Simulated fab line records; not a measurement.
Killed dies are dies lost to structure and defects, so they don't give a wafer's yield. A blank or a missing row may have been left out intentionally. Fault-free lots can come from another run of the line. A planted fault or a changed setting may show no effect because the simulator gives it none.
Problem report in the 8D (eight disciplines) form, filled by code    flow sfqLine    the parts of the form that need people (team, actions taken, sign-off) are left out

== 1. WHAT IS WRONG ==
Mean of timeToEndpointS at SFQ_TRILAYER_I1_CMP_CMP_046: 264 s across 2 wafers in 2 lots; on wafers with no fault it is 217 s (standard deviation 7.4). Relative to the usual mean, that is a shift of +6.4 standard deviations.
The step: polishes SiO2.
Earliest sighting: wafer L791.3 on cmp-01 at day 13 21:40. The record has a number at this step for 42 wafers belonging to 14 lots. Rule for "out", or "out of limits": more than 4 standard deviations from the usual mean. The rest of the wafers with a number are treated as sound.

== 2. WHAT IT IS, WHAT IT ISN'T ==
question                     is                 is not
which readings at this step  timeToEndpointS    -
which lots                   L791, L792         L783, L784, L785, L787, L790, L796, L797, L802, L803, L804, L805, L806
which wafers of those lots   L791.3, L792.6     L791.1, L791.2, L792.1, L792.2
read on which tools          cmp-01             cmp-02
when                         from day 13 21:40  up to then (17 sound wafers); but 23 sound wafers of L792, L796, L797, L802, L803, L804, L805, L806 came after

== 3. SUSPECTS, AND WHAT RULES EACH OUT ==
Counting: a tool at a process step up to the reading stays a suspect if it ran every lot that is out. Sound lots after the first of them don't rule it out here, since some wafers of a struck lot are sound.
- rieMetal-03 at SFQ_TRILAYER_I0_VIA_STRIP_STRIP_035 (strips in O2): kept. It processed each lot that is out (first: L791, day 12 09:43); up to then, its last sound lot is L785 (day 10 18:19).
- cmp-01 at SFQ_TRILAYER_I1_CMP_CMP_046 (polishes SiO2): kept. It processed each lot that is out (first: L791, day 13 20:10); up to then, its last sound lot is L784 (day 11 18:36). Out on those wafers are its own readings of timeToEndpointS.
After counting, rieMetal-03 at SFQ_TRILAYER_I0_VIA_STRIP_STRIP_035 and cmp-01 at SFQ_TRILAYER_I1_CMP_CMP_046 remain.

== 4. THE CAUSE (what the simulator had put in) ==
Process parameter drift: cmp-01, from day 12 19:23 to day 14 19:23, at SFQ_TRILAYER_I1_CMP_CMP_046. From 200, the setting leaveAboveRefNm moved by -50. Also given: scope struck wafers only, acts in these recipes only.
Of the 2 suspects that counting leaves, this tool is one.

== 5. THE EFFECT CHAIN, in route order ==
One row per reading whose mean, taken over the struck wafers that have a number, lies over 3 standard deviations from the usual. Readings are gone through only where the record gives a usual standard deviation; hours: the median, over the lots, of the time from a lot's start at the first step in this table giving one to that lot's start at this step; sigmas: the change measured in usual standard deviations.
hours  step                                   reading          usual       on struck wafers  change  sigmas
0      SFQ_TRILAYER_I1_CMP_CMP_046            timeToEndpointS  217 s       264               +47     +6.4
1      SFQ_TRILAYER_I1_METRO_MEASURE_047      thkNm            200.0 nm    150.8             -49.2   -49
140    SFQ_TRILAYER_I1_VIA_ETCH_VIA_ETCH_052  oesProductAu     0.854 a.u.  0.731             -0.123  -25
Process steps it contains:
- SFQ_TRILAYER_I1_CMP_CMP_046: polishes SiO2.
- SFQ_TRILAYER_I1_METRO_MEASURE_047
- SFQ_TRILAYER_I1_VIA_ETCH_VIA_ETCH_052: etches SiO2 in CHF3, stops on Nb, target depth 260 nm.

== 6. WHAT WOULD HAVE CAUGHT IT SOONER ==
In this record no reading fell out of limits until day 13 21:40, 26 hours after the fault had begun at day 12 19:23.
